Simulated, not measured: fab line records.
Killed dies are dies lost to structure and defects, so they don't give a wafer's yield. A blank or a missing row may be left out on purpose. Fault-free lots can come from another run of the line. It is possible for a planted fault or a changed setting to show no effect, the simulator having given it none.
Which tool is to blame? || flow gf180mcu || Sampling: 10 lots, 30 wafers, 7 of 602 route steps

## WHAT THE GAUGES SHOWED, per wafer
GF_NWELL_TW_MEAS_11. Usual: NWELL_TW 1572, standard deviation 17.
{"lot": "L787", "measured": "day 3 07:52", "on": "filmMetro-03", "NWELL_TW": "1566 1556 1563", "flag": ""}
{"lot": "L788", "measured": "day 3 13:15", "on": "filmMetro-02", "NWELL_TW": "1550 1553 1553", "flag": ""}
{"lot": "L790", "measured": "day 4 00:01", "on": "filmMetro-01", "NWELL_TW": "1592 1586 1587", "flag": ""}
{"lot": "L791", "measured": "day 4 07:57", "on": "filmMetro-03", "NWELL_TW": "1551 1555 1558", "flag": ""}
{"lot": "L793", "measured": "day 4 16:37", "on": "filmMetro-02", "NWELL_TW": "1915 1902 1910", "flag": "OFF"}
{"lot": "L798", "measured": "day 5 23:40", "on": "filmMetro-01", "NWELL_TW": "1959 1951 1960", "flag": "OFF"}
{"lot": "L807", "measured": "day 7 20:04", "on": "filmMetro-01", "NWELL_TW": "1587 1581 1583", "flag": ""}
{"lot": "L808", "measured": "day 8 08:27", "on": "filmMetro-01", "NWELL_TW": "1587 1588 1587", "flag": ""}
{"lot": "L809", "measured": "day 8 09:04", "on": "filmMetro-01", "NWELL_TW": "1573 1589 1588", "flag": ""}
{"lot": "L810", "measured": "day 8 14:40", "on": "filmMetro-02", "NWELL_TW": "1550 1556 1548", "flag": ""}

GF_LVPWELL_TW_MEAS_11. Usual: LVPWELL_TW 557, standard deviation 5.9.
{"lot": "L787", "measured": "day 3 21:21", "on": "filmMetro-01", "LVPWELL_TW": "562 563 567", "flag": ""}
{"lot": "L788", "measured": "day 4 03:15", "on": "filmMetro-03", "LVPWELL_TW": "552 553 555", "flag": ""}
{"lot": "L790", "measured": "day 4 14:21", "on": "filmMetro-02", "LVPWELL_TW": "553 553 552", "flag": ""}
{"lot": "L791", "measured": "day 4 21:53", "on": "filmMetro-03", "LVPWELL_TW": "552 554 550", "flag": ""}
{"lot": "L793", "measured": "day 5 06:46", "on": "filmMetro-03", "LVPWELL_TW": "1524 1520 1528", "flag": "OFF"}
{"lot": "L798", "measured": "day 6 14:40", "on": "filmMetro-01", "LVPWELL_TW": "1548 1549 1546", "flag": "OFF"}
{"lot": "L807", "measured": "day 8 12:25", "on": "filmMetro-02", "LVPWELL_TW": "551 554 554", "flag": ""}
{"lot": "L808", "measured": "day 9 01:32", "on": "filmMetro-01", "LVPWELL_TW": "562 563 566", "flag": ""}
{"lot": "L809", "measured": "day 9 02:32", "on": "filmMetro-01", "LVPWELL_TW": "566 567 568", "flag": ""}
{"lot": "L810", "measured": "day 9 08:20", "on": "filmMetro-02", "LVPWELL_TW": "553 555 553", "flag": ""}

GF_MVSD_TW_MEAS_11. Usual: MVSD_TW 1587, standard deviation 17.
{"lot": "L787", "measured": "day 4 11:07", "on": "filmMetro-02", "MVSD_TW": "1579 1570 1569", "flag": ""}
{"lot": "L788", "measured": "day 4 16:58", "on": "filmMetro-03", "MVSD_TW": "1563 1576 1568", "flag": ""}
{"lot": "L790", "measured": "day 5 04:51", "on": "filmMetro-02", "MVSD_TW": "1564 1564 1567", "flag": ""}
{"lot": "L791", "measured": "day 5 12:31", "on": "filmMetro-02", "MVSD_TW": "1560 1565 1559", "flag": ""}
{"lot": "L793", "measured": "day 5 23:58", "on": "filmMetro-01", "MVSD_TW": "1973 1956 1951", "flag": "OFF"}
{"lot": "L798", "measured": "day 7 06:22", "on": "filmMetro-01", "MVSD_TW": "1963 1958 1961", "flag": "OFF"}
{"lot": "L807", "measured": "day 9 05:42", "on": "filmMetro-01", "MVSD_TW": "1603 1591 1608", "flag": ""}
{"lot": "L808", "measured": "day 9 18:59", "on": "filmMetro-02", "MVSD_TW": "1574 1588 1579", "flag": ""}
{"lot": "L809", "measured": "day 9 20:17", "on": "filmMetro-02", "MVSD_TW": "1566 1571 1571", "flag": ""}
{"lot": "L810", "measured": "day 10 02:25", "on": "filmMetro-01", "MVSD_TW": "1593 1594 1607", "flag": ""}

GF_HV_LDD_TW_MEAS_11. Usual: HV_LDD_TW 2401, standard deviation 20.
{"lot": "L787", "measured": "day 9 19:38", "on": "filmMetro-02", "HV_LDD_TW": "2378 2395 2391", "flag": ""}
{"lot": "L788", "measured": "day 10 06:13", "on": "filmMetro-02", "HV_LDD_TW": "2389 2386 2392", "flag": ""}
{"lot": "L790", "measured": "day 10 21:48", "on": "filmMetro-02", "HV_LDD_TW": "2385 2396 2375", "flag": ""}
{"lot": "L791", "measured": "day 11 04:40", "on": "filmMetro-03", "HV_LDD_TW": "2398 2393 2391", "flag": ""}
{"lot": "L793", "measured": "day 12 03:06", "on": "filmMetro-03", "HV_LDD_TW": "2398 2401 2406", "flag": ""}
{"lot": "L798", "measured": "day 13 11:52", "on": "filmMetro-02", "HV_LDD_TW": "2371 2376 2371", "flag": ""}
{"lot": "L807", "measured": "day 16 04:13", "on": "filmMetro-03", "HV_LDD_TW": "2397 2423 2402", "flag": ""}
{"lot": "L808", "measured": "day 16 19:12", "on": "filmMetro-01", "HV_LDD_TW": "2427 2441 2437", "flag": ""}
{"lot": "L809", "measured": "day 16 23:00", "on": "filmMetro-01", "HV_LDD_TW": "2419 2433 2425", "flag": ""}
{"lot": "L810", "measured": "day 17 07:59", "on": "filmMetro-03", "HV_LDD_TW": "2395 2404 2400", "flag": ""}

## WHICH TOOL RAN EACH LOT (tool, then ch and the chambers of the sampled wafers, then the start)
{"lot": "L787", "GF_DNWELL_COAT_02": "lithoTrack-04 ch 0, day 2 12:01", "GF_DNWELL_STRIP_08": "plasmaAsher-02 ch 0,1, day 2 19:00", "GF_VT_IMPLANT_STRIP_09": "plasmaAsher-04 ch 0,1, day 5 15:07"}
{"lot": "L788", "GF_DNWELL_COAT_02": "lithoTrack-02 ch 0, day 2 18:00", "GF_DNWELL_STRIP_08": "plasmaAsher-01 ch 1, day 3 00:24", "GF_VT_IMPLANT_STRIP_09": "plasmaAsher-04 ch 0,1, day 5 21:55"}
{"lot": "L790", "GF_DNWELL_COAT_02": "lithoTrack-02 ch 0, day 3 04:23", "GF_DNWELL_STRIP_08": "plasmaAsher-03 ch 0,1, day 3 10:45", "GF_VT_IMPLANT_STRIP_09": "plasmaAsher-04 ch 0, day 6 11:41"}
{"lot": "L791", "GF_DNWELL_COAT_02": "lithoTrack-01 ch 0, day 3 11:11", "GF_DNWELL_STRIP_08": "plasmaAsher-02 ch 0,1, day 3 18:23", "GF_VT_IMPLANT_STRIP_09": "plasmaAsher-01 ch 0,1, day 6 16:06"}
{"lot": "L793", "GF_DNWELL_COAT_02": "lithoTrack-01 ch 0, day 3 19:27", "GF_DNWELL_STRIP_08": "plasmaAsher-02 ch 0,1, day 4 02:38", "GF_VT_IMPLANT_STRIP_09": "plasmaAsher-01 ch 0,1, day 7 06:04"}
{"lot": "L798", "GF_DNWELL_COAT_02": "lithoTrack-01 ch 0, day 4 20:59", "GF_DNWELL_STRIP_08": "plasmaAsher-02 ch 0,1, day 5 04:41", "GF_VT_IMPLANT_STRIP_09": "plasmaAsher-03 ch 0,1, day 8 14:35"}
{"lot": "L807", "GF_DNWELL_COAT_02": "lithoTrack-02 ch 0, day 6 20:02", "GF_DNWELL_STRIP_08": "plasmaAsher-02 ch 0,1, day 7 04:23", "GF_VT_IMPLANT_STRIP_09": "plasmaAsher-03 ch 0,1, day 10 17:04"}
{"lot": "L808", "GF_DNWELL_COAT_02": "lithoTrack-02 ch 0, day 7 07:14", "GF_DNWELL_STRIP_08": "plasmaAsher-02 ch 0,1, day 7 15:30", "GF_VT_IMPLANT_STRIP_09": "plasmaAsher-04 ch 0,1, day 11 08:04"}
{"lot": "L809", "GF_DNWELL_COAT_02": "lithoTrack-01 ch 0, day 7 08:39", "GF_DNWELL_STRIP_08": "plasmaAsher-03 ch 0,1, day 7 16:42", "GF_VT_IMPLANT_STRIP_09": "plasmaAsher-03 ch 0,1, day 11 09:28"}
{"lot": "L810", "GF_DNWELL_COAT_02": "lithoTrack-01 ch 0, day 7 13:42", "GF_DNWELL_STRIP_08": "plasmaAsher-02 ch 0,1, day 7 21:45", "GF_VT_IMPLANT_STRIP_09": "plasmaAsher-04 ch 0,1, day 11 13:51"}
- GF_DNWELL_COAT_02: resist thk 3000 nm.
- GF_DNWELL_STRIP_08: strips in O2/N2.
- GF_VT_IMPLANT_STRIP_09: strips in O2/N2.

## AS READ BY THE TOOLS THEMSELVES (means over the sampled wafers that have a number; for cases with no such wafer, the mark the record gives instead)
GF_DNWELL_STRIP_08. Usual: drypumpMotorCurrentA 5.6 A, standard deviation 0.37; heaterPowerW 344 W, standard deviation 20; oesProductAu 0.722 a.u., standard deviation 0.0044; stripTimeToEndpointS 36.93 s, standard deviation 0.095.
{"lot": "L787", "tool": "plasmaAsher-02", "drypumpMotorCurrentA (A)": 5.4, "heaterPowerW (W)": 342, "oesProductAu (a.u.)": 0.722, "stripTimeToEndpointS (s)": 36.79, "flag": ""}
{"lot": "L788", "tool": "plasmaAsher-01", "drypumpMotorCurrentA (A)": 5.9, "heaterPowerW (W)": 330, "oesProductAu (a.u.)": 0.718, "stripTimeToEndpointS (s)": 36.92, "flag": ""}
{"lot": "L790", "tool": "plasmaAsher-03", "drypumpMotorCurrentA (A)": 5.8, "heaterPowerW (W)": 369, "oesProductAu (a.u.)": 0.725, "stripTimeToEndpointS (s)": 36.92, "flag": ""}
{"lot": "L791", "tool": "plasmaAsher-02", "drypumpMotorCurrentA (A)": 5.7, "heaterPowerW (W)": 349, "oesProductAu (a.u.)": 0.723, "stripTimeToEndpointS (s)": 36.94, "flag": ""}
{"lot": "L793", "tool": "plasmaAsher-02", "drypumpMotorCurrentA (A)": 5.4, "heaterPowerW (W)": 345, "oesProductAu (a.u.)": 0.717, "stripTimeToEndpointS (s)": 17.69, "flag": "OFF"}
{"lot": "L798", "tool": "plasmaAsher-02", "drypumpMotorCurrentA (A)": 5.4, "heaterPowerW (W)": 352, "oesProductAu (a.u.)": 0.718, "stripTimeToEndpointS (s)": 17.76, "flag": "OFF"}
{"lot": "L807", "tool": "plasmaAsher-02", "drypumpMotorCurrentA (A)": 5.7, "heaterPowerW (W)": 345, "oesProductAu (a.u.)": 0.720, "stripTimeToEndpointS (s)": 36.97, "flag": ""}
{"lot": "L808", "tool": "plasmaAsher-02", "drypumpMotorCurrentA (A)": 5.6, "heaterPowerW (W)": 349, "oesProductAu (a.u.)": 0.722, "stripTimeToEndpointS (s)": 37.15, "flag": ""}
{"lot": "L809", "tool": "plasmaAsher-03", "drypumpMotorCurrentA (A)": 5.8, "heaterPowerW (W)": 360, "oesProductAu (a.u.)": 0.723, "stripTimeToEndpointS (s)": 36.98, "flag": ""}
{"lot": "L810", "tool": "plasmaAsher-02", "drypumpMotorCurrentA (A)": 5.4, "heaterPowerW (W)": 345, "oesProductAu (a.u.)": 0.724, "stripTimeToEndpointS (s)": 36.92, "flag": ""}

GF_VT_IMPLANT_STRIP_09. Usual: drypumpMotorCurrentA 5.56 A, standard deviation 0.24; heaterPowerW 332 W, standard deviation 20; oesProductAu 0.716 a.u., standard deviation 0.0048; stripTimeToEndpointS 12.62 s, standard deviation 0.036.
{"lot": "L787", "tool": "plasmaAsher-04", "drypumpMotorCurrentA (A)": 5.41, "heaterPowerW (W)": 323, "oesProductAu (a.u.)": 0.712, "stripTimeToEndpointS (s)": 12.59, "flag": ""}
{"lot": "L788", "tool": "plasmaAsher-04", "drypumpMotorCurrentA (A)": 5.41, "heaterPowerW (W)": 323, "oesProductAu (a.u.)": 0.720, "stripTimeToEndpointS (s)": 12.59, "flag": ""}
{"lot": "L790", "tool": "plasmaAsher-04", "drypumpMotorCurrentA (A)": 5.39, "heaterPowerW (W)": 317, "oesProductAu (a.u.)": 0.718, "stripTimeToEndpointS (s)": 12.63, "flag": ""}
{"lot": "L791", "tool": "plasmaAsher-01", "drypumpMotorCurrentA (A)": 5.68, "heaterPowerW (W)": 320, "oesProductAu (a.u.)": 0.720, "stripTimeToEndpointS (s)": 12.63, "flag": ""}
{"lot": "L793", "tool": "plasmaAsher-01", "drypumpMotorCurrentA (A)": 5.70, "heaterPowerW (W)": 329, "oesProductAu (a.u.)": 0.711, "stripTimeToEndpointS (s)": 12.63, "flag": ""}
{"lot": "L798", "tool": "plasmaAsher-03", "drypumpMotorCurrentA (A)": 5.64, "heaterPowerW (W)": 341, "oesProductAu (a.u.)": 0.718, "stripTimeToEndpointS (s)": 12.63, "flag": ""}
{"lot": "L807", "tool": "plasmaAsher-03", "drypumpMotorCurrentA (A)": 5.64, "heaterPowerW (W)": 341, "oesProductAu (a.u.)": 0.717, "stripTimeToEndpointS (s)": 12.67, "flag": ""}
{"lot": "L808", "tool": "plasmaAsher-04", "drypumpMotorCurrentA (A)": 5.39, "heaterPowerW (W)": 327, "oesProductAu (a.u.)": 0.717, "stripTimeToEndpointS (s)": 12.56, "flag": ""}
{"lot": "L809", "tool": "plasmaAsher-03", "drypumpMotorCurrentA (A)": 5.65, "heaterPowerW (W)": 342, "oesProductAu (a.u.)": 0.717, "stripTimeToEndpointS (s)": 12.59, "flag": ""}
{"lot": "L810", "tool": "plasmaAsher-04", "drypumpMotorCurrentA (A)": 5.41, "heaterPowerW (W)": 326, "oesProductAu (a.u.)": 0.717, "stripTimeToEndpointS (s)": 12.62, "flag": ""}

## THE ANSWER, worked out from the rows above alone
Rule: lot off if the mean of its wafers having a number is beyond 3 standard deviations from the usual mean. A lot without any number at a reading at which 4 lots or more have one is off too. All remaining lots with rows at the step are treated as sound. After the gauges, taken in route order, come the tools' own readings; for these a lot's mean is taken, as printed above. At the first step where some lot is off, the reading lying furthest off is the one used; lots without a number count as furthest.
Off: L793, L798, seen at GF_NWELL_TW_MEAS_11 (NWELL_TW).
A tool fits if, at a process step before that reading, it ran every lot that is off, and no sound lot after the first of them. The gauges at GF_NWELL_TW_MEAS_11 aren't tried: what is off there is off at GF_DNWELL_STRIP_08 too, on other tools, and a gauge's error can't cause that. None of those tried fits.

## WHAT THE SIMULATOR PUT IN
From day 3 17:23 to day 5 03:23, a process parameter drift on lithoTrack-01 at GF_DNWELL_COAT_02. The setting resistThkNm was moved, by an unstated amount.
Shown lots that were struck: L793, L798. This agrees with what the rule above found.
